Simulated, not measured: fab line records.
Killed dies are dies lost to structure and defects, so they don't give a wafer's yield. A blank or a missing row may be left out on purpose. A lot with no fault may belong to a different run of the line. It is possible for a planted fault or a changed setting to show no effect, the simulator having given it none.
Lot-split experiment | flow sky130 | on a route of 708 steps: 5 lots, 23 wafers read

## THE SPLIT
At SKY_NWELL_IMPLANT_24, the setting energy-kev was moved away from the recipe's 140 on 7 of the 23 wafers read, by -5.5% to +2.9%. The other wafers ran this setting at the recipe's value.

The reading is taken at the split's own step.

## THE READING
The simulator's own value implant.drp-nm, read by no gauge, in nm at SKY_NWELL_IMPLANT_24. The file gives no usual value for it.

wafer  | tool, chamber at the split | energy-kev as run | against the recipe | implant.drp-nm, nm | against lot-mates on the recipe
L074.1 | implanter-01, 0            | 140               | recipe             | 95.47              | -
L074.4 | implanter-01, 0            | 140               | recipe             | 95.47              | -
L074.6 | implanter-01, 0            | 140               | recipe             | 95.47              | -
L077.1 | implanter-04, 0            | 140               | recipe             | 95.47              | -
L077.2 | implanter-04, 0            | 140               | recipe             | 95.47              | -
L077.3 | implanter-04, 0            | 140               | recipe             | 95.47              | -
L077.4 | implanter-04, 0            | 144               | +2.9%              | 96.48              | +1.01
L077.5 | implanter-04, 0            | 144               | +2.9%              | 96.48              | +1.01
L081.1 | implanter-01, 0            | 140               | recipe             | 95.47              | -
L081.2 | implanter-01, 0            | 140               | recipe             | 95.47              | -
L081.4 | implanter-01, 0            | 140               | recipe             | 95.47              | -
L081.5 | implanter-01, 0            | 140               | recipe             | 95.47              | -
L081.6 | implanter-01, 0            | 140               | recipe             | 95.47              | -
L082.1 | implanter-03, 0            | 140               | recipe             | 95.47              | -
L082.3 | implanter-03, 0            | 140               | recipe             | 95.47              | -
L082.2 | implanter-03, 0            | 132.3             | -5.5%              | 93.38              | -2.09
L082.4 | implanter-03, 0            | 132.3             | -5.5%              | 93.38              | -2.09
L082.6 | implanter-03, 0            | 132.3             | -5.5%              | 93.38              | -2.09
L084.1 | implanter-01, 0            | 140               | recipe             | 95.47              | -
L084.3 | implanter-01, 0            | 140               | recipe             | 95.47              | -
L084.4 | implanter-01, 0            | 140               | recipe             | 95.47              | -
L084.5 | implanter-01, 0            | 136.4             | -2.6%              | 94.51              | -0.96
L084.6 | implanter-01, 0            | 136.4             | -2.6%              | 94.51              | -0.96

FIT RESULTS
A straight line over all 23 wafers: implant.drp-nm changes by +0.374 nm for each +1% of energy-kev; r = +1.00; the points scatter about the line by 0.02 nm.
The same after taking each lot's own level away (the mean of its wafers on the recipe; 23 wafers): +0.374 nm for each +1%; r = +1.00; scatter 0.02 nm.
That fit puts the effect of the largest move of energy-kev on the reading at 2.1 nm.
The lots' own levels span 95.470 to 95.470 nm.
Hence the lot-to-lot level has little effect on the slope; both slopes agree.
Check: for one of the wafers moved furthest among these (-5.5%), held out of the fit, the line's prediction against its lot-mates is -2.06 nm. It came out at -2.09 nm against them.

## ADDITIONAL SPLITS CARRIED BY THESE WAFERS
Note: prior to the reading, these wafers also went through further splits. Each is held against what the fit with the lots' levels taken away leaves over:
other split on the same wafers    | wafers away from the commonest value | r with implant.drp-nm (lot level and that fit taken away)
SKY_FIELD_ISO_OXIDATION_01 temp-c | 10                                   | -0.01
SKY_DNWELL_COAT_02 resist-thk-nm  | 5                                    | +0.02
SKY_PWDE_COAT_02 resist-thk-nm    | 6                                    | -0.25
SKY_PWDE_IMPLANT_08 dose-cm2      | 9                                    | +0.21
SKY_NWELL_IMPLANT_13 energy-kev   | 10                                   | +0.00

## FILE'S OWN FIT
implant.drp-nm changes by +0.374 nm for each +1% of energy-kev, r = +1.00.
